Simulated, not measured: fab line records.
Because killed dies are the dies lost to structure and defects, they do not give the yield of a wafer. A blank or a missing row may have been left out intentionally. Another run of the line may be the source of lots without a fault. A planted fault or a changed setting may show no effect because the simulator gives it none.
One fault seen from 2 desks	flow sky130	only its own numbers are on each desk; what lay behind them is given at the end

== AT THE METROLOGY DESK ==
Lot by lot, what the gauges showed, no matter which tool ran the lot: averages of those sampled wafers that carry a number. Any lot whose mean is over 4 standard deviations away from the usual mean is out of limits and marked OUT; that distance is given in the brackets.
Columns: A = cd_nm at SKY_METAL4_CD_MEAS_13, usual 300.0 nm; B = VIA4_HDPCVD_THK at SKY_VIA4_THK_MEAS_01, usual 1685 nm; C = VIA4_W_RS at SKY_VIA4_RS_MEAS_19, usual 0.2452 ohm/sq; D = VIA4_W_THK at SKY_VIA4_THK_MEAS_20, usual 468 nm
lot	first seen here	A	B	C	D
L376	day 42 05:26	298.0	1703	0.2456	466
L379	day 42 13:28	299.7	1691	0.2436	471
L383	day 43 16:58	299.5	1693	0.2472	465
L384	day 43 23:13	300.5	1669	0.2457	464
L385	day 44 09:24	299.3	1663	0.2528	455
L386	day 44 17:19	303.4	1711	0.1969 (-17) OUT	601 (+21) OUT
L387	day 45 04:21	300.0	1678	0.2198 (-8.8) OUT	535 (+10) OUT
L397	day 47 09:10	300.4	1689	0.2429	473
L398	day 47 10:55	301.6	1679	0.2453	464
L399	day 47 19:28	301.6	1687	0.2419	477
This desk's finding: out of limits on L386, L387; first on L386, day 45 17:56 (VIA4_W_RS at SKY_VIA4_RS_MEAS_19). Within limits: L376, L379, L383, L384, L385, L397, L398, L399.

== THE TOOL OWNER'S DESK: cvd_w-02 ==
The tool's own readings at SKY_VIA4_CVD_18 (deposits W, target thk 505 nm, time 152.14 s): means of the sampled wafers that have a number, for each lot that ran on this tool. Any lot whose mean is over 4 standard deviations away from the usual mean is out of limits and marked OUT; that distance is given in the brackets.
Columns: A = heater_power_w at SKY_VIA4_CVD_18, usual 826 W
lot	first seen here	A
L379	day 43 14:04	810
L384	day 44 23:52	811
L386	day 45 17:47	823
L387	day 46 03:44	759
L399	day 48 16:45	780
This desk's verdict: no lot among the 5 shows anything out of limits.

== BROUGHT TOGETHER ==
L386, L387 would have let the metrology desk raise an alarm at day 45 17:56.
Nothing out of limits was seen by the tool owner's desk.
The tool owner's desk has L386, L387 on record, within its limits.
Every lot named ran SKY_VIA4_CVD_18 on cvd_w-02.

== WHAT THE SIMULATOR PUT IN ==
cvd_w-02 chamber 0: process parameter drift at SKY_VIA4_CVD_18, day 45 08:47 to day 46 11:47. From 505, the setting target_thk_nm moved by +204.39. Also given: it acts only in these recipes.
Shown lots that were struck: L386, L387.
Hours from the fault's start to each desk's first reading out of limits: the metrology desk, 9.
